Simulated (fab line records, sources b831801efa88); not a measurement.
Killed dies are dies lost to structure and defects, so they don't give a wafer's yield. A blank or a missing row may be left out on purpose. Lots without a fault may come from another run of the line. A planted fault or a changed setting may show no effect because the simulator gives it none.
A struck lot beside a sound one | flow sky130 | 14 steps out of a route of 708
Sound: wafers L266.1, L266.5, L266.6. Struck: wafer L274.4. (L274.5, L274.6 of the same lot were not struck and are left out.) The cause comes at the end.
At each step with rows: each side's tool, then ch and its chambers, then its first start. Under that, the readings that differ: sound wafers | struck wafers | difference of the means | sigmas: that difference in standard deviations of wafers without a fault.
alike: readings whose means differ by less than 2 such deviations, and words and numbers that are the same on both sides. not compared: withheld readings, readings that some wafer has no value for, bounds like >300 that may hide the same value, and numbers for which the record gives no deviation and whose values overlap.
The two part at a step that has a row with sigmas, a row that says differs or no value, or rows on one side only. Numbers that don't overlap but have no deviation are shown without sigmas and don't part them. A reading that every wafer of one side lacks parts them only if that side has two wafers or more.

SKY_METAL2_THK_MEAS_06: measures by xrf.
  sound on film_metro-04, day 35 01:00; struck on film_metro-03, day 37 09:40
  reading              | sound       | struck | difference | sigmas
  METAL2_ALCU_THK (nm) | 257 256 258 | 265    | +8         | +3
then, 8 steps without rows for these wafers: SKY_METAL2_DEHYDRATE_07 (time 60 s); SKY_METAL2_HMDS_08 (prime time 60 s); SKY_METAL2_COAT_09 (resist thk 60 nm); SKY_METAL2_COAT_10 (resist thk 450 nm); SKY_METAL2_SOFTBAKE_11 (time 90 s); SKY_METAL2_EXPOSE_12 (exposes mask MM2, target cd 140 nm); SKY_METAL2_PEB_13; SKY_METAL2_DEVELOP_14 (develop time 60 s).
SKY_METAL2_CD_MEAS_15: target cd 140 nm.
  sound on cd_sem-02, day 36 03:59; struck on cd_sem-02, day 38 11:59
  alike: cd_nm
SKY_METAL2_OVL_MEAS_16:
  sound on overlay-01, day 36 04:07; struck on overlay-02, day 38 12:03
  alike: METAL2_OVL
SKY_METAL2_DESCUM_17: chemistry O2, time 8 s.
  sound on rie_metal-04 ch 0,1, day 36 04:09; struck on rie_metal-01 ch 0, day 38 12:05
  reading               | sound             | struck | difference | sigmas
  oes_product_au (a.u.) | 0.986 0.981 0.976 | 1.008  | +0.027     | +2
  alike: drypump_motor_current_A, rf_fwd_power_W
  not compared: rf_hours_counter_h
SKY_METAL2_ETCH_18: etches BARC in N2/H2, stops on SiO2, time 45.9 s, target depth 60 nm.
  sound on rie_metal-04 ch 0,1, day 36 04:11; struck on rie_metal-01 ch 0, day 38 12:07
  reading                                       | sound             | struck | difference | sigmas
  model.KrF-thick_of_METAL2_COAT_10.thk_nm (nm) | 395.3 395.1 394.2 | 397.2  | +2.3       |
  alike: drypump_motor_current_A, oes_product_au, rf_fwd_power_W, throttle_valve_pct
  not compared: rf_hours_counter_h
SKY_METAL2_METAL_ETCH_19: etches the open film in Cl2/BCl3, stops on SiO2, target depth 360 nm, time 78 s.
  sound on rie_metal-04 ch 0,1, day 36 04:14; struck on rie_metal-01 ch 0, day 38 12:12
  alike: drypump_motor_current_A, oes_product_au, rf_fwd_power_W, throttle_valve_pct
  not compared: rf_hours_counter_h

WHERE THEY PART
First at SKY_METAL2_THK_MEAS_06; last, within this record, at SKY_METAL2_DESCUM_17. Later steps at which nothing parts them and some readings are alike: SKY_METAL2_ETCH_18, SKY_METAL2_METAL_ETCH_19.

WHY: what the simulator had put in
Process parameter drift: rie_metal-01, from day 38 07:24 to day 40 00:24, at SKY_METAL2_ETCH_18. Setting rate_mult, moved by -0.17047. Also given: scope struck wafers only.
